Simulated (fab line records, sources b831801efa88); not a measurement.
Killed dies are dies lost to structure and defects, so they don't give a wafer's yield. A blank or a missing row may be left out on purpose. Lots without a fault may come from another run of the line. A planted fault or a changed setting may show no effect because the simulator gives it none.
Which tool did it? | flow gf180mcu | 6 lots, 18 wafers sampled, at 2 steps of a route of 602

WHAT THE GAUGES READ, wafer by wafer
GF_M3_RS_MEAS_05: measures by four-point-probe.
lot  | measured     | on            | M3_ALCU_RS (ohm/sq)
L143 | day 21 00:13 | film_metro-04 | 0.0695 0.0707 0.0704
L150 | day 23 09:31 | film_metro-02 | 0.0692 0.0704 0.0690
L154 | day 24 20:41 | film_metro-02 | 0.0708 0.0686 0.0708
L159 | day 26 08:48 | film_metro-01 | 0.0691 0.0691 0.0705
L162 | day 27 08:05 | film_metro-02 | 0.0685 0.0687 0.0682
L165 | day 27 23:29 | film_metro-01 | 0.0704 0.0725 0.0728

WHICH TOOL RAN EACH LOT (tool, then ch and the chambers of the sampled wafers, then the start)
lot  | GF_V2_PEB_12
L143 | litho_track-04 ch 0, day 21 00:13 or earlier
L150 | litho_track-01 ch 0, day 23 09:31 or earlier
L154 | litho_track-04 ch 0, day 24 20:41 or earlier
L159 | litho_track-03 ch 0, day 26 08:48 or earlier
L162 | litho_track-03 ch 0, day 27 08:05 or earlier
L165 | litho_track-01 ch 0, day 27 23:29 or earlier
- GF_V2_PEB_12: peb time 94.02 s.

THE ANSWER, worked out from the rows above alone
Rule: what is usual is taken from the lots themselves. Put in order of their means at a reading, lots are off if they are a third of the lots or fewer, leave a main group of 4 or more, and stand apart from it by a gap of 3 or more times the standard deviation of the main group's means; of several such gaps the widest counts. A main group whose means are all the same, to the digits that the tables above print for the reading, isn't used. A lot without any number at a reading at which 4 lots or more have one is off too. The other lots that the step has rows for count as sound.
No lot is off at any reading shown: from this, nothing can be told.

WHAT THE SIMULATOR HAD PUT IN
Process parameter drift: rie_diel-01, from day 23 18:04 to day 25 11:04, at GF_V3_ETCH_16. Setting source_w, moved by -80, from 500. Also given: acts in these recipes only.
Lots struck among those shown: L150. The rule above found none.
